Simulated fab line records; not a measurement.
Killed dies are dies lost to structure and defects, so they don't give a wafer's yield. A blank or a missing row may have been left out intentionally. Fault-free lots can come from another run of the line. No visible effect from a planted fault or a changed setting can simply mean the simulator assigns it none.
Chamber matching    flow gf180mcu    GF_V3_CMP_04 on cmp-01 has 4 sister chambers
The step polishes SiO2. 7 wafers are shown with their chamber, then 6 later ones without.

## WAFERS WITH THEIR CHAMBER
wafer   chamber  motor_current_A (A)  time_to_endpoint_s (s)
L781.1  3        10.1                 67
L790.1  1        10.9                 87
L791.1  2        11.1                 75
L791.4  0        14.1                 76
L791.5  0        14.6                 78
L792.3  1        10.8                 88
L792.4  2        10.8                 83

## WAFERS WHOSE CHAMBER IS MISSING
wafer   motor_current_A (A)  time_to_endpoint_s (s)
L792.6  11.8                 82
L795.4  11.3                 81
L795.5  14.9                 80
L795.6  10.6                 95
L797.1  10.6                 77
L798.4  9.4                  66

## WHICH CHAMBER EACH WENT THROUGH
wafer   from the rows above      in truth
L792.6  can't be placed: 2 or 1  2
L795.4  can't be placed: 2 or 1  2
L795.5  0                        0
L795.6  1                        1
L797.1  can't be placed: 2 or 1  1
L798.4  3                        3
Placed correctly: 3 of 6. These rows do not allow placing 3 (true chamber among the candidates in 3). Placed wrongly: 0.
How it was worked out, from the rows above alone: a wafer's distance from a chamber is the root of the sum, over the readings, of the square of ((its reading less the chamber's mean) divided by the reading's scatter). The wafer belongs to the nearest chamber; if the next one is less than 2 further off, it can't be placed. A chamber's mean is the mean of its shown wafers. The scatter: take each reading less its chamber's mean, square it, sum over the shown wafers, divide by the number of wafers less the number of chambers, and take the root.
